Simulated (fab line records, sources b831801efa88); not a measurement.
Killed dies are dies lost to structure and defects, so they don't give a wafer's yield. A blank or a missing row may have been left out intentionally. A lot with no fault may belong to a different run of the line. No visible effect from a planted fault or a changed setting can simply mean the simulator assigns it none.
Which of the tools did it? | flow gf180mcu | 6 lots with 18 wafers sampled at 3 steps, on a route of 602 steps

## WHAT THE GAUGES SHOWED, per wafer
GF_PSD_RS_MEAS_14: measures by four-point-probe.
lot  | measured     | on           | NSD_RS (ohm/sq)
L257 | day 15 01:45 | filmMetro-02 | 46.21 46.11 46.22
L261 | day 16 09:37 | filmMetro-04 | 46.24 46.20 46.25
L263 | day 17 01:25 | filmMetro-01 | 46.09 46.06 46.23
L268 | day 18 23:02 | filmMetro-02 | 46.17 46.17 46.14
L276 | day 21 18:02 | filmMetro-04 | 42.17 42.14 42.13
L278 | day 22 06:38 | filmMetro-02 | 46.03 46.07 46.13

## EACH LOT AND THE TOOL THAT RAN IT (in order: tool; ch and the chambers of the sampled wafers; start)
lot  | GF_PSD_STRIP_10                     | GF_PSD_RTA_13
L257 | plasmaAsher-02 ch 0,1, day 15 01:26 | rtpAnneal-01 ch 0, day 15 01:40
L261 | plasmaAsher-03 ch 0,1, day 16 09:19 | rtpAnneal-02 ch 0, day 16 09:31
L263 | plasmaAsher-03 ch 0,1, day 17 01:07 | rtpAnneal-02 ch 0, day 17 01:20
L268 | plasmaAsher-04 ch 0, day 18 22:45   | rtpAnneal-02 ch 0, day 18 22:58
L276 | plasmaAsher-04 ch 0,1, day 21 17:44 | rtpAnneal-02 ch 0, day 21 17:57
L278 | plasmaAsher-04 ch 0,1, day 22 06:20 | rtpAnneal-01 ch 0, day 22 06:33
- GF_PSD_STRIP_10: strips in O2/N2.
- GF_PSD_RTA_13: time 20 s.

## THE ANSWER, worked out from the rows above alone
Rule: what is usual is taken from the lots themselves. The widest of any qualifying gaps counts: lots, ordered by their means at a reading, are off when they make up no more than a third of the lots, leave a main group of 4 or more, and stand apart from it by 3 or more times the standard deviation of that group's means. Not used: any main group whose means are identical at the precision the tables above print for the reading. A lot without any number at a reading at which 4 lots or more have one is off too. Any other lot the step has rows for is counted as sound.
Off: L276, seen at GF_PSD_RS_MEAS_14 (NSD_RS). For the main group the mean is 46.15 ohm/sq and the standard deviation 0.051.
If a tool, at a process step before that reading, ran all the lots that are off and no sound lot after the first of them, it fits. Gauges at GF_PSD_RS_MEAS_14: tried the same way as those tools. This does not decide it: 2 tools fit, namely rtpAnneal-02 at GF_PSD_RTA_13 and filmMetro-04 at GF_PSD_RS_MEAS_14.

## WHAT WAS PUT IN BY THE SIMULATOR
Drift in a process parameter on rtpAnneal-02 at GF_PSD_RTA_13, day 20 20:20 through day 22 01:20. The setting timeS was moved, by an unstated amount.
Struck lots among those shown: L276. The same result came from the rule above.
